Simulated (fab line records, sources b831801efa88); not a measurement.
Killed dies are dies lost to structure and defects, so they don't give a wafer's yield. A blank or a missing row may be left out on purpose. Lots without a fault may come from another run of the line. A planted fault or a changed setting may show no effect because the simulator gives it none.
Problem report in the 8D (eight disciplines) form, filled by code | flow sfq_line | the parts of the form that need people (team, actions taken, sign-off) are left out

1. THE PROBLEM
L0_MONX_KI_RS at SFQ_L0_RS_MEAS_901 reads a mean of 35.3 ohm/sq on 3 wafers of 2 lots; wafers without a fault read 43.4 ohm/sq with a standard deviation of 0.58. That is -14 standard deviations from the usual mean.
The step: measures by four-point-probe.
First seen on wafer L841.4, day 5 16:34, on film_metro-04. The record holds 18 wafers of 6 lots with a number at this step. Rule for "out", or "out of limits": more than 4 standard deviations from the usual mean. The other wafers with a number count as sound.

2. WHAT IT IS AND WHAT IT IS NOT
question                    | is                           | is not
which readings at this step | L0_MONX_KI_RS                | -
which lots                  | L841, L842                   | L824, L830, L840, L843
which wafers of those lots  | L841.4, L842.3, L842.6       | L841.1, L841.3, L842.4
read on which gauges        | film_metro-03, film_metro-04 | -
when                        | from day 5 16:34             | up to then (11 sound wafers); but 4 sound wafers of L842, L843 came after

3. SUSPECTS, AND WHAT RULES EACH OUT
Counting: a tool at a process step up to the reading stays a suspect if it ran every lot that is out. Sound lots after the first of them don't rule it out here, since some wafers of a struck lot are sound.
- the gauge at SFQ_L0_RS_MEAS_901: ruled out. The wafers that are out were read on 2 gauges (film_metro-03, film_metro-04).
- pvd_sputter-03 at SFQ_TRILAYER_L0_DEP_SPUTTER_003 (material MoNx KI, target thk 40 nm, time 100 s): kept. It ran every lot that is out, first L841 (day 5 16:29); its last sound lot up to then is L824 (day 2 03:29). Its own readings are out on those wafers: cathode_dc_power_W.
Left after counting: pvd_sputter-03 at SFQ_TRILAYER_L0_DEP_SPUTTER_003.

4. THE CAUSE (what the simulator had put in)
Process parameter drift: pvd_sputter-03, from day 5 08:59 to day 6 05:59, at SFQ_TRILAYER_L0_DEP_SPUTTER_003. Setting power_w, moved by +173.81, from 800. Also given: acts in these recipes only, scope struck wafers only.
Counting left only this tool.

5. THE CHAIN OF EFFECTS, in route order
Each row: a reading whose mean over the struck wafers that have a number lies more than 3 standard deviations from the usual. Only readings for which the record gives a usual standard deviation are gone through. hours: the time from each lot's start at the first step in this table that gives one to its start at this step, as a median over the lots. sigmas: the change in usual standard deviations.
hours | step                                | reading            | usual       | on struck wafers | change  | sigmas
0     | SFQ_TRILAYER_L0_DEP_SPUTTER_003     | cathode_dc_power_W | 799.99 W    | 973.83           | +173.84 | +99 or more
0     | SFQ_L0_RS_MEAS_901                  | L0_MONX_KI_RS      | 43.4 ohm/sq | 35.3             | -8.1    | -14
0     | SFQ_L0_THK_MEAS_902                 | L0_MONX_KI_THK     | 40.6 nm     | 49.7             | +9.1    | +17
72    | SFQ_TRILAYER_L0_ETCH_METAL_ETCH_008 | oes_product_au     | 0.875 a.u.  | 0.987            | +0.112  | +14
The process steps in it:
- SFQ_TRILAYER_L0_DEP_SPUTTER_003: material MoNx KI, target thk 40 nm, time 100 s.
- SFQ_TRILAYER_L0_ETCH_METAL_ETCH_008: etches MoNx KI in SF6/O2, stops on SiO2, target depth 50 nm, time 25 s.
Later measuring or inspecting steps at which every struck wafer that the step has a row for has a number for every such reading, and none has moved that far: SFQ_L0V_OVL_MEAS_903, SFQ_M0_RS_MEAS_904, SFQ_M8_BOW_MEAS_951.

6. WHAT WOULD HAVE CAUGHT IT SOONER
In this record the first reading out of limits at a measuring or inspecting step was taken at day 5 16:34, 8 hours after the fault began at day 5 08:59.
The tool's own readings at SFQ_TRILAYER_L0_DEP_SPUTTER_003 were out on every struck wafer that the step has a row for (cathode_dc_power_W): an alarm limit on them would have fired on the first of those.
Of the lots that are out (2), L842 began SFQ_TRILAYER_L0_DEP_SPUTTER_003 on pvd_sputter-03 after day 5 16:34. A hold on the tool at that time would have spared it.
